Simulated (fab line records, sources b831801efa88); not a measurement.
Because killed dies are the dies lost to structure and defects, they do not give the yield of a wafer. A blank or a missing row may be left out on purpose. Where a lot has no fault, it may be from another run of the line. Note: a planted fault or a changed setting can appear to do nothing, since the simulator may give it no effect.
fab line records :: flow gf180mcu :: part 2 of 2: steps 27 to 36 of 36
record:
  lots: 5
  wafers: 15
  last-day: 34
route steps=602 shown HV_LDD@229 NSD@235 PSD@248 SAB@264
lots that met no fault: from a run of the same line without faults
start-h: start of the lot's first displayed wafer, in hours after the record's first day :: wait-h: hours since the lot's step before :: " as in the row above :: L1.1+2: one row covering several wafers at once :: - value missing, or start not given :: * or withheld: withheld :: < > ~ a bound
route shown NAME@n: NAME is a module with steps in the file, n the number in the route of the first one :: usual: average and standard deviation across the fault-free wafers :: same: alike in all rows :: chamber/n: place in a boat :: sites: the reading at each site :: _std_site: the values' standard deviation :: _edge_site: the outer-site mean with the inner-site mean subtracted :: radius-mm: how far each site lies from the wafer's centre :: mask NAME#n: copy n :: behind: the most recent tool/chamber to have shaped the wafer :: hold: what put the lot on hold/how long, in hours/how the hold closed :: device: the n, p or np transistor that did not switch :: end of line: tests of these same wafers at the route's end :: for a step that has no rows: nothing shown but its recipe :: killed: not the wafer's yield, but the dies lost to structure and defects at the first sort :: map: a wafer's dies, marking killed ones x, the rest . and places with no die _
set.NAME: the setting the step ran with; set.NAME@STEP: the setting that earlier step ran with :: model.NAME: the simulator's own value behind a step, which no gauge read
lots at selected steps of the route; one table per step, one row per wafer
services: the hour from which a tool's chamber was out of use, counted from the record's first day as start-h (under 0 if before that day), plus the number of hours and why
== steps ==
step: GF_PSD_CD_MEAS_07
recipe:
  target-cd-nm: 400
usual:
  cd-nm: 399.8/2.4
lot.wafer: L078.2
tool: cd-sem-01
chamber: -
start-h: 351.00
wait-h: 0.1
cd-nm: 399.6

lot.wafer: L078.4
tool: cd-sem-01
chamber: -
start-h: 351.00
wait-h: 0.1
cd-nm: 399.4

lot.wafer: L078.5
tool: cd-sem-01
chamber: -
start-h: 351.00
wait-h: 0.1
cd-nm: 399.4

lot.wafer: L082.1
tool: cd-sem-01
chamber: -
start-h: 386.77
wait-h: 0.1
cd-nm: 400.8

lot.wafer: L082.2
tool: cd-sem-01
chamber: -
start-h: 386.77
wait-h: 0.1
cd-nm: 401.4

lot.wafer: L082.5
tool: cd-sem-01
chamber: -
start-h: 386.77
wait-h: 0.1
cd-nm: 400.9

lot.wafer: L088.1
tool: cd-sem-01
chamber: -
start-h: 438.47
wait-h: 0.1
cd-nm: 401.5

lot.wafer: L088.5
tool: cd-sem-01
chamber: -
start-h: 438.47
wait-h: 0.1
cd-nm: 403.4

lot.wafer: L088.6
tool: cd-sem-01
chamber: -
start-h: 438.47
wait-h: 0.1
cd-nm: 403.8

lot.wafer: L090.1
tool: cd-sem-02
chamber: -
start-h: 453.27
wait-h: 0.1
cd-nm: 402.6

lot.wafer: L090.2
tool: cd-sem-02
chamber: -
start-h: 453.27
wait-h: 0.1
cd-nm: 402.6

lot.wafer: L090.4
tool: cd-sem-02
chamber: -
start-h: 453.27
wait-h: 0.1
cd-nm: 402.3

lot.wafer: L097.2
tool: cd-sem-01
chamber: -
start-h: 506.64
wait-h: 0.1
cd-nm: 402.5

lot.wafer: L097.4
tool: cd-sem-01
chamber: -
start-h: 506.64
wait-h: 0.1
cd-nm: 404.9

lot.wafer: L097.5
tool: cd-sem-01
chamber: -
start-h: 506.64
wait-h: 0.1
cd-nm: 404.1
step: GF_PSD_OVL_MEAS_08
usual:
  PSD_OVL: -0.5/1.7
lot.wafer: L078.2
tool: overlay-01
chamber: -
start-h: 351.10
wait-h: 0.1
PSD_OVL[nm]: -0.7

lot.wafer: L078.4
tool: overlay-01
chamber: -
start-h: 351.10
wait-h: 0.1
PSD_OVL[nm]: 0.0

lot.wafer: L078.5
tool: overlay-01
chamber: -
start-h: 351.10
wait-h: 0.1
PSD_OVL[nm]: 0.8

lot.wafer: L082.1
tool: overlay-01
chamber: -
start-h: 386.89
wait-h: 0.1
PSD_OVL[nm]: -2.2

lot.wafer: L082.2
tool: overlay-01
chamber: -
start-h: 386.89
wait-h: 0.1
PSD_OVL[nm]: -3.6

lot.wafer: L082.5
tool: overlay-01
chamber: -
start-h: 386.89
wait-h: 0.1
PSD_OVL[nm]: -3.1

lot.wafer: L088.1
tool: overlay-01
chamber: -
start-h: 438.59
wait-h: 0.1
PSD_OVL[nm]: -0.9

lot.wafer: L088.5
tool: overlay-01
chamber: -
start-h: 438.59
wait-h: 0.1
PSD_OVL[nm]: 0.5

lot.wafer: L088.6
tool: overlay-01
chamber: -
start-h: 438.59
wait-h: 0.1
PSD_OVL[nm]: -0.3

lot.wafer: L090.1
tool: overlay-02
chamber: -
start-h: 453.39
wait-h: 0.1
PSD_OVL[nm]: -2.6

lot.wafer: L090.2
tool: overlay-02
chamber: -
start-h: 453.39
wait-h: 0.1
PSD_OVL[nm]: -2.2

lot.wafer: L090.4
tool: overlay-02
chamber: -
start-h: 453.39
wait-h: 0.1
PSD_OVL[nm]: -1.8

lot.wafer: L097.2
tool: overlay-02
chamber: -
start-h: 506.75
wait-h: 0.1
PSD_OVL[nm]: -0.3

lot.wafer: L097.4
tool: overlay-02
chamber: -
start-h: 506.75
wait-h: 0.1
PSD_OVL[nm]: -0.1

lot.wafer: L097.5
tool: overlay-02
chamber: -
start-h: 506.75
wait-h: 0.1
PSD_OVL[nm]: 1.5
step: GF_PSD_IMPLANT_09
recipe:
  species: BF2
  energy-kev: 40
  dose-cm2: 1.5e+15
  tilt-deg: 7
usual:
  beam-on-s: 9.99/0.21
lot.wafer: L078.2
tool: implanter-03
chamber: 0
start-h: 351.16
wait-h: 0.0
beam-on-s: 9.87

lot.wafer: L078.4
tool: implanter-03
chamber: 0
start-h: 351.16
wait-h: 0.0
beam-on-s: 9.91

lot.wafer: L078.5
tool: implanter-03
chamber: 0
start-h: 351.16
wait-h: 0.0
beam-on-s: 9.70

lot.wafer: L082.1
tool: implanter-02
chamber: 0
start-h: 386.93
wait-h: 0.0
beam-on-s: 9.59

lot.wafer: L082.2
tool: implanter-02
chamber: 0
start-h: 386.93
wait-h: 0.0
beam-on-s: 10.20

lot.wafer: L082.5
tool: implanter-02
chamber: 0
start-h: 386.93
wait-h: 0.0
beam-on-s: 9.95

lot.wafer: L088.1
tool: implanter-01
chamber: 0
start-h: 438.63
wait-h: 0.0
beam-on-s: 10.40

lot.wafer: L088.5
tool: implanter-01
chamber: 0
start-h: 438.63
wait-h: 0.0
beam-on-s: 9.59

lot.wafer: L088.6
tool: implanter-01
chamber: 0
start-h: 438.63
wait-h: 0.0
beam-on-s: 9.90

lot.wafer: L090.1
tool: implanter-03
chamber: 0
start-h: 453.43
wait-h: 0.0
beam-on-s: 10.25

lot.wafer: L090.2
tool: implanter-03
chamber: 0
start-h: 453.43
wait-h: 0.0
beam-on-s: 9.60

lot.wafer: L090.4
tool: implanter-03
chamber: 0
start-h: 453.43
wait-h: 0.0
beam-on-s: 10.12

lot.wafer: L097.2
tool: implanter-01
chamber: 0
start-h: 506.80
wait-h: 0.0
beam-on-s: 9.82

lot.wafer: L097.4
tool: implanter-01
chamber: 0
start-h: 506.80
wait-h: 0.0
beam-on-s: 10.02

lot.wafer: L097.5
tool: implanter-01
chamber: 0
start-h: 506.80
wait-h: 0.0
beam-on-s: 10.09
step: GF_PSD_STRIP_10
recipe:
  chemistry: O2/N2
  power-w: 1400
  pressure-mtorr: 1500
  platen-temp-c: 250
  o2-flow-sccm: 3000
  n2-flow-sccm: 300
  overash-fraction: 0.5
usual:
  drypump-motor-current-A: 5.9/0.54
  heater-power-w: 328/47
  n2-flow-sccm: 300.0/0.93
  oes-product-au: 0.592/0.0045
  strip-time-to-endpoint-s: 16.53/0.041
lot.wafer: L078.2
tool: plasma-asher-02
chamber: 0
start-h: 351.28
wait-h: 0.1
drypump-motor-current-A: 5.6
heater-power-w: 388
n2-flow-sccm: 300.5
oes-product-au: 0.591
rf-hours-counter-h: 56
strip-time-to-endpoint-s: 16.52

lot.wafer: L078.4
tool: plasma-asher-02
chamber: 0
start-h: 351.28
wait-h: 0.1
drypump-motor-current-A: 5.6
heater-power-w: 377
n2-flow-sccm: 299.7
oes-product-au: 0.586
rf-hours-counter-h: -
strip-time-to-endpoint-s: 16.52

lot.wafer: L078.5
tool: plasma-asher-02
chamber: 1
start-h: 351.28
wait-h: 0.1
drypump-motor-current-A: 6.1
heater-power-w: 352
n2-flow-sccm: 301.1
oes-product-au: 0.598
rf-hours-counter-h: -
strip-time-to-endpoint-s: 16.53

lot.wafer: L082.1
tool: plasma-asher-02
chamber: 1
start-h: 387.08
wait-h: 0.1
drypump-motor-current-A: 6.2
heater-power-w: 344
n2-flow-sccm: 300.5
oes-product-au: 0.587
rf-hours-counter-h: 59
strip-time-to-endpoint-s: 16.50

lot.wafer: L082.2
tool: plasma-asher-02
chamber: 0
start-h: 387.08
wait-h: 0.1
drypump-motor-current-A: 5.6
heater-power-w: 384
n2-flow-sccm: 299.0
oes-product-au: 0.585
rf-hours-counter-h: 59
strip-time-to-endpoint-s: 16.51

lot.wafer: L082.5
tool: plasma-asher-02
chamber: 0
start-h: 387.08
wait-h: 0.1
drypump-motor-current-A: 5.6
heater-power-w: 374
n2-flow-sccm: 299.9
oes-product-au: 0.584
rf-hours-counter-h: -
strip-time-to-endpoint-s: 16.54

lot.wafer: L088.1
tool: plasma-asher-02
chamber: 1
start-h: 438.78
wait-h: 0.1
drypump-motor-current-A: 6.1
heater-power-w: 342
n2-flow-sccm: 299.8
oes-product-au: 0.592
rf-hours-counter-h: 62
strip-time-to-endpoint-s: 16.53

lot.wafer: L088.5
tool: plasma-asher-02
chamber: 0
start-h: 438.78
wait-h: 0.1
drypump-motor-current-A: 5.6
heater-power-w: 375
n2-flow-sccm: 299.8
oes-product-au: 0.590
rf-hours-counter-h: -
strip-time-to-endpoint-s: 16.55

lot.wafer: L088.6
tool: plasma-asher-02
chamber: 1
start-h: 438.78
wait-h: 0.1
drypump-motor-current-A: 6.1
heater-power-w: 335
n2-flow-sccm: 300.1
oes-product-au: 0.594
rf-hours-counter-h: -
strip-time-to-endpoint-s: 16.54

lot.wafer: L090.1
tool: plasma-asher-01
chamber: 1
start-h: 453.58
wait-h: 0.1
drypump-motor-current-A: 4.6
heater-power-w: 310
n2-flow-sccm: 299.8
oes-product-au: 0.590
rf-hours-counter-h: 2
strip-time-to-endpoint-s: 16.53

lot.wafer: L090.2
tool: plasma-asher-01
chamber: 0
start-h: 453.58
wait-h: 0.1
drypump-motor-current-A: 6.6
heater-power-w: 399
n2-flow-sccm: 298.3
oes-product-au: 0.587
rf-hours-counter-h: 2
strip-time-to-endpoint-s: 16.51

lot.wafer: L090.4
tool: plasma-asher-01
chamber: 1
start-h: 453.58
wait-h: 0.1
drypump-motor-current-A: 4.7
heater-power-w: 302
n2-flow-sccm: 300.7
oes-product-au: 0.594
rf-hours-counter-h: -
strip-time-to-endpoint-s: 16.57

lot.wafer: L097.2
tool: plasma-asher-01
chamber: 1
start-h: 506.93
wait-h: 0.1
drypump-motor-current-A: 4.6
heater-power-w: 308
n2-flow-sccm: 298.5
oes-product-au: 0.592
rf-hours-counter-h: 8
strip-time-to-endpoint-s: 16.56

lot.wafer: L097.4
tool: plasma-asher-01
chamber: 1
start-h: 506.93
wait-h: 0.1
drypump-motor-current-A: 4.6
heater-power-w: 301
n2-flow-sccm: 298.4
oes-product-au: 0.600
rf-hours-counter-h: -
strip-time-to-endpoint-s: 16.61

lot.wafer: L097.5
tool: plasma-asher-01
chamber: 0
start-h: 506.93
wait-h: 0.1
drypump-motor-current-A: 6.6
heater-power-w: 398
n2-flow-sccm: 299.2
oes-product-au: 0.591
rf-hours-counter-h: -
strip-time-to-endpoint-s: 16.59
step: GF_PSD_TW_MEAS_11
usual:
  PSD_TW: 3156/29
lot.wafer: L078.2
tool: film-metro-03
chamber: -
start-h: 351.39
wait-h: 0.1
PSD_TW: 3128

lot.wafer: L078.4
tool: film-metro-03
chamber: -
start-h: 351.39
wait-h: 0.1
PSD_TW: 3132

lot.wafer: L078.5
tool: film-metro-03
chamber: -
start-h: 351.39
wait-h: 0.1
PSD_TW: 3116

lot.wafer: L082.1
tool: film-metro-01
chamber: -
start-h: 387.18
wait-h: 0.1
PSD_TW: 3135

lot.wafer: L082.2
tool: film-metro-01
chamber: -
start-h: 387.18
wait-h: 0.1
PSD_TW: 3146

lot.wafer: L082.5
tool: film-metro-01
chamber: -
start-h: 387.18
wait-h: 0.1
PSD_TW: 3122

lot.wafer: L088.1
tool: film-metro-02
chamber: -
start-h: 438.88
wait-h: 0.1
PSD_TW: 3217

lot.wafer: L088.5
tool: film-metro-02
chamber: -
start-h: 438.88
wait-h: 0.1
PSD_TW: 3207

lot.wafer: L088.6
tool: film-metro-02
chamber: -
start-h: 438.88
wait-h: 0.1
PSD_TW: 3208

lot.wafer: L090.1
tool: film-metro-03
chamber: -
start-h: 453.68
wait-h: 0.1
PSD_TW: 3137

lot.wafer: L090.2
tool: film-metro-03
chamber: -
start-h: 453.68
wait-h: 0.1
PSD_TW: 3140

lot.wafer: L090.4
tool: film-metro-03
chamber: -
start-h: 453.68
wait-h: 0.1
PSD_TW: 3154

lot.wafer: L097.2
tool: film-metro-01
chamber: -
start-h: 507.04
wait-h: 0.1
PSD_TW: 3145

lot.wafer: L097.4
tool: film-metro-01
chamber: -
start-h: 507.04
wait-h: 0.1
PSD_TW: 3164

lot.wafer: L097.5
tool: film-metro-01
chamber: -
start-h: 507.04
wait-h: 0.1
PSD_TW: 3135
step: GF_PSD_CLEAN_12
recipe:
  chemistry: SC1/SC2
  mix: 1:4:20
  temp-c: 70
  time-s: 150
  dry: n2-spin
lot.wafer: L078.2+4+5
tool: wet-bench-03
chamber: 2
start-h: 351.44
wait-h: 0.0

lot.wafer: L082.1+2+5
tool: wet-bench-03
chamber: 0
start-h: 387.24
wait-h: 0.1

lot.wafer: L088.1+5+6
tool: wet-bench-02
chamber: 2
start-h: 438.94
wait-h: 0.1

lot.wafer: L090.1+2+4
tool: wet-bench-04
chamber: 3
start-h: 453.74
wait-h: 0.1

lot.wafer: L097.2+4+5
tool: wet-bench-03
chamber: 1
start-h: 507.09
wait-h: 0.0
step: GF_PSD_RTA_13
recipe:
  temp-c: 1025
  time-s: 20
  ambient: N2
usual:
  chamber-o2-ppm: 1.997/0.02
  lamp-power-pct: 34/4.3
  wafer_temp_C_max: 1030.4/1.9
lot.wafer: L078.2
tool: rtp-anneal-01
chamber: 0
start-h: 351.51
wait-h: 0.0
chamber-o2-ppm: 1.989
lamp-power-pct: 29
wafer_temp_C_max: 1027.9

lot.wafer: L078.4
tool: rtp-anneal-01
chamber: 0
start-h: 351.51
wait-h: 0.0
chamber-o2-ppm: 2.009
lamp-power-pct: 29
wafer_temp_C_max: 1028.2

lot.wafer: L078.5
tool: rtp-anneal-01
chamber: 0
start-h: 351.51
wait-h: 0.0
chamber-o2-ppm: 1.975
lamp-power-pct: 29
wafer_temp_C_max: 1028.2

lot.wafer: L082.1
tool: rtp-anneal-02
chamber: 0
start-h: 387.34
wait-h: 0.0
chamber-o2-ppm: 1.970
lamp-power-pct: 37
wafer_temp_C_max: 1029.6

lot.wafer: L082.2
tool: rtp-anneal-02
chamber: 0
start-h: 387.34
wait-h: 0.0
chamber-o2-ppm: 1.976
lamp-power-pct: 37
wafer_temp_C_max: 1029.5

lot.wafer: L082.5
tool: rtp-anneal-02
chamber: 0
start-h: 387.34
wait-h: 0.0
chamber-o2-ppm: 1.991
lamp-power-pct: 37
wafer_temp_C_max: 1033.2

lot.wafer: L088.1
tool: rtp-anneal-01
chamber: 0
start-h: 438.99
wait-h: 0.0
chamber-o2-ppm: 2.011
lamp-power-pct: 29
wafer_temp_C_max: 1028.3

lot.wafer: L088.5
tool: rtp-anneal-01
chamber: 0
start-h: 438.99
wait-h: 0.0
chamber-o2-ppm: 2.000
lamp-power-pct: 29
wafer_temp_C_max: 1028.8

lot.wafer: L088.6
tool: rtp-anneal-01
chamber: 0
start-h: 438.99
wait-h: 0.0
chamber-o2-ppm: 2.002
lamp-power-pct: 29
wafer_temp_C_max: 1029.2

lot.wafer: L090.1
tool: rtp-anneal-02
chamber: 0
start-h: 453.79
wait-h: 0.0
chamber-o2-ppm: 2.029
lamp-power-pct: 37
wafer_temp_C_max: 1030.8

lot.wafer: L090.2
tool: rtp-anneal-02
chamber: 0
start-h: 453.79
wait-h: 0.0
chamber-o2-ppm: 2.004
lamp-power-pct: 37
wafer_temp_C_max: 1031.0

lot.wafer: L090.4
tool: rtp-anneal-02
chamber: 0
start-h: 453.79
wait-h: 0.0
chamber-o2-ppm: 1.974
lamp-power-pct: 37
wafer_temp_C_max: 1029.3

lot.wafer: L097.2
tool: rtp-anneal-02
chamber: 0
start-h: 507.20
wait-h: 0.0
chamber-o2-ppm: 2.014
lamp-power-pct: 37
wafer_temp_C_max: 1034.2

lot.wafer: L097.4
tool: rtp-anneal-02
chamber: 0
start-h: 507.20
wait-h: 0.0
chamber-o2-ppm: 2.009
lamp-power-pct: 37
wafer_temp_C_max: 1033.9

lot.wafer: L097.5
tool: rtp-anneal-02
chamber: 0
start-h: 507.20
wait-h: 0.0
chamber-o2-ppm: 2.047
lamp-power-pct: 37
wafer_temp_C_max: 1031.3
step: GF_PSD_RS_MEAS_14
recipe:
  thk-meas-gauge: four-point-probe
usual:
  NSD_RS: 46.08/0.096
lot.wafer: L078.2
tool: film-metro-01
chamber: -
start-h: 351.60
wait-h: 0.1
NSD_RS[ohm/sq]: 46.02

lot.wafer: L078.4
tool: film-metro-01
chamber: -
start-h: 351.60
wait-h: 0.1
NSD_RS[ohm/sq]: 46.17

lot.wafer: L078.5
tool: film-metro-01
chamber: -
start-h: 351.60
wait-h: 0.1
NSD_RS[ohm/sq]: 46.14

lot.wafer: L082.1
tool: film-metro-02
chamber: -
start-h: 387.42
wait-h: 0.1
NSD_RS[ohm/sq]: 46.08

lot.wafer: L082.2
tool: film-metro-02
chamber: -
start-h: 387.42
wait-h: 0.1
NSD_RS[ohm/sq]: 46.14

lot.wafer: L082.5
tool: film-metro-02
chamber: -
start-h: 387.42
wait-h: 0.1
NSD_RS[ohm/sq]: 46.09

lot.wafer: L088.1
tool: film-metro-03
chamber: -
start-h: 439.07
wait-h: 0.1
NSD_RS[ohm/sq]: 46.04

lot.wafer: L088.5
tool: film-metro-03
chamber: -
start-h: 439.07
wait-h: 0.1
NSD_RS[ohm/sq]: 45.99

lot.wafer: L088.6
tool: film-metro-03
chamber: -
start-h: 439.07
wait-h: 0.1
NSD_RS[ohm/sq]: 46.09

lot.wafer: L090.1
tool: film-metro-02
chamber: -
start-h: 453.88
wait-h: 0.1
NSD_RS[ohm/sq]: 46.37

lot.wafer: L090.2
tool: film-metro-02
chamber: -
start-h: 453.88
wait-h: 0.1
NSD_RS[ohm/sq]: 46.29

lot.wafer: L090.4
tool: film-metro-02
chamber: -
start-h: 453.88
wait-h: 0.1
NSD_RS[ohm/sq]: 46.21

lot.wafer: L097.2
tool: film-metro-03
chamber: -
start-h: 507.29
wait-h: 0.1
NSD_RS[ohm/sq]: 46.04

lot.wafer: L097.4
tool: film-metro-03
chamber: -
start-h: 507.29
wait-h: 0.1
NSD_RS[ohm/sq]: 46.00

lot.wafer: L097.5
tool: film-metro-03
chamber: -
start-h: 507.29
wait-h: 0.1
NSD_RS[ohm/sq]: 46.07
step: GF_PSD_RS_MEAS_15
recipe:
  thk-meas-gauge: four-point-probe
usual:
  PSD_RS: 108.5/0.32
lot.wafer: L078.2
tool: film-metro-01
chamber: -
start-h: 351.72
wait-h: 0.1
PSD_RS[ohm/sq]: 108.5

lot.wafer: L078.4
tool: film-metro-01
chamber: -
start-h: 351.72
wait-h: 0.1
PSD_RS[ohm/sq]: 108.4

lot.wafer: L078.5
tool: film-metro-01
chamber: -
start-h: 351.72
wait-h: 0.1
PSD_RS[ohm/sq]: 108.5

lot.wafer: L082.1
tool: film-metro-02
chamber: -
start-h: 387.54
wait-h: 0.1
PSD_RS[ohm/sq]: 108.3

lot.wafer: L082.2
tool: film-metro-02
chamber: -
start-h: 387.54
wait-h: 0.1
PSD_RS[ohm/sq]: 108.7

lot.wafer: L082.5
tool: film-metro-02
chamber: -
start-h: 387.54
wait-h: 0.1
PSD_RS[ohm/sq]: 108.4

lot.wafer: L088.1
tool: film-metro-03
chamber: -
start-h: 439.19
wait-h: 0.1
PSD_RS[ohm/sq]: 108.2

lot.wafer: L088.5
tool: film-metro-03
chamber: -
start-h: 439.19
wait-h: 0.1
PSD_RS[ohm/sq]: 108.5

lot.wafer: L088.6
tool: film-metro-03
chamber: -
start-h: 439.19
wait-h: 0.1
PSD_RS[ohm/sq]: 108.5

lot.wafer: L090.1
tool: film-metro-02
chamber: -
start-h: 454.00
wait-h: 0.1
PSD_RS[ohm/sq]: 108.9

lot.wafer: L090.2
tool: film-metro-02
chamber: -
start-h: 454.00
wait-h: 0.1
PSD_RS[ohm/sq]: 108.6

lot.wafer: L090.4
tool: film-metro-02
chamber: -
start-h: 454.00
wait-h: 0.1
PSD_RS[ohm/sq]: 108.8

lot.wafer: L097.2
tool: film-metro-03
chamber: -
start-h: 507.41
wait-h: 0.1
PSD_RS[ohm/sq]: 108.6

lot.wafer: L097.4
tool: film-metro-03
chamber: -
start-h: 507.41
wait-h: 0.1
PSD_RS[ohm/sq]: 108.6

lot.wafer: L097.5
tool: film-metro-03
chamber: -
start-h: 507.41
wait-h: 0.1
PSD_RS[ohm/sq]: 108.4
step: GF_SAB_CVD_00
recipe:
  material: SiO2
  target-thk-nm: 50
  precursor: TEOS
  temp-c: 400
  time-s: 4.9302
  rf-w: 600
usual:
  heater-power-w: 635/81
  rf-fwd-power-W: 585.6/1.9
lot.wafer: L078.2
tool: pecvd-03
chamber: 2
start-h: 351.82
wait-h: 0.1
heater-power-w: 513
rf-fwd-power-W: 583.2

lot.wafer: L078.4
tool: pecvd-03
chamber: 2
start-h: 351.82
wait-h: 0.1
heater-power-w: 497
rf-fwd-power-W: 583.0

lot.wafer: L078.5
tool: pecvd-03
chamber: 0
start-h: 351.82
wait-h: 0.1
heater-power-w: 695
rf-fwd-power-W: 586.8

lot.wafer: L082.1
tool: pecvd-04
chamber: 0
start-h: 387.66
wait-h: 0.1
heater-power-w: 634
rf-fwd-power-W: 584.4

lot.wafer: L082.2
tool: pecvd-04
chamber: 2
start-h: 387.66
wait-h: 0.1
heater-power-w: 649
rf-fwd-power-W: 582.8

lot.wafer: L082.5
tool: pecvd-04
chamber: 1
start-h: 387.66
wait-h: 0.1
heater-power-w: 668
rf-fwd-power-W: 588.3

lot.wafer: L088.1
tool: pecvd-02
chamber: 1
start-h: 439.31
wait-h: 0.1
heater-power-w: 761
rf-fwd-power-W: 587.0

lot.wafer: L088.5
tool: pecvd-02
chamber: 1
start-h: 439.31
wait-h: 0.1
heater-power-w: 763
rf-fwd-power-W: 586.8

lot.wafer: L088.6
tool: pecvd-02
chamber: 2
start-h: 439.31
wait-h: 0.1
heater-power-w: 589
rf-fwd-power-W: 587.1

lot.wafer: L090.1
tool: pecvd-04
chamber: 0
start-h: 454.12
wait-h: 0.1
heater-power-w: 598
rf-fwd-power-W: 588.7

lot.wafer: L090.2
tool: pecvd-04
chamber: 1
start-h: 454.12
wait-h: 0.1
heater-power-w: 759
rf-fwd-power-W: 584.7

lot.wafer: L090.4
tool: pecvd-04
chamber: 2
start-h: 454.12
wait-h: 0.1
heater-power-w: 644
rf-fwd-power-W: 584.1

lot.wafer: L097.2
tool: pecvd-04
chamber: 2
start-h: 507.51
wait-h: 0.1
heater-power-w: 626
rf-fwd-power-W: 584.1

lot.wafer: L097.4
tool: pecvd-04
chamber: 0
start-h: 507.51
wait-h: 0.1
heater-power-w: 620
rf-fwd-power-W: 586.6

lot.wafer: L097.5
tool: pecvd-04
chamber: 1
start-h: 507.51
wait-h: 0.1
heater-power-w: 682
rf-fwd-power-W: 585.5
== services ==
tool: implanter-02
chamber: -
start-h: 292.27
hours: 1.7
kind: repair

tool: implanter-02
chamber: -
start-h: 301.62
hours: 4.3
kind: pm

tool: implanter-04
chamber: -
start-h: 311.04
hours: 5.4
kind: repair

tool: plasma-asher-02
chamber: -
start-h: 317.55
hours: 1.0
kind: repair

tool: rie-diel-04
chamber: 1
start-h: 336.35
hours: 3.6
kind: repair

tool: plasma-asher-02
chamber: -
start-h: 337.38
hours: 0.8
kind: repair

tool: implanter-03
chamber: -
start-h: 344.08
hours: 4.5
kind: pm

tool: iline-stepper-01
chamber: -
start-h: 347.35
hours: 4.0
kind: repair

tool: pecvd-04
chamber: -
start-h: 348.77
hours: 6.0
kind: pm

tool: plasma-asher-01
chamber: -
start-h: 350.66
hours: 1.1
kind: repair

tool: plasma-asher-02
chamber: -
start-h: 351.63
hours: 0.7
kind: repair

tool: implanter-03
chamber: -
start-h: 360.19
hours: 4.6
kind: pm

tool: pecvd-04
chamber: -
start-h: 368.88
hours: 14.0
kind: pm

tool: rtp-anneal-02
chamber: -
start-h: 373.36
hours: 1.8
kind: pm

tool: plasma-asher-02
chamber: -
start-h: 378.74
hours: 3.1
kind: repair

tool: implanter-03
chamber: -
start-h: 381.13
hours: 3.9
kind: repair

tool: iline-stepper-02
chamber: -
start-h: 395.64
hours: 4.4
kind: pm

tool: iline-stepper-02
chamber: -
start-h: 412.61
hours: 2.1
kind: pm

tool: plasma-asher-02
chamber: -
start-h: 416.55
hours: 17.4
kind: pm

tool: plasma-asher-01
chamber: -
start-h: 421.34
hours: 9.0
kind: pm

tool: iline-stepper-01
chamber: -
start-h: 426.53
hours: 1.7
kind: pm

tool: lpcvd-01
chamber: -
start-h: 429.72
hours: 14.6
kind: pm

tool: wet-bench-03
chamber: -
start-h: 459.37
hours: 1.9
kind: pm

tool: iline-stepper-02
chamber: -
start-h: 492.84
hours: 1.7
kind: pm
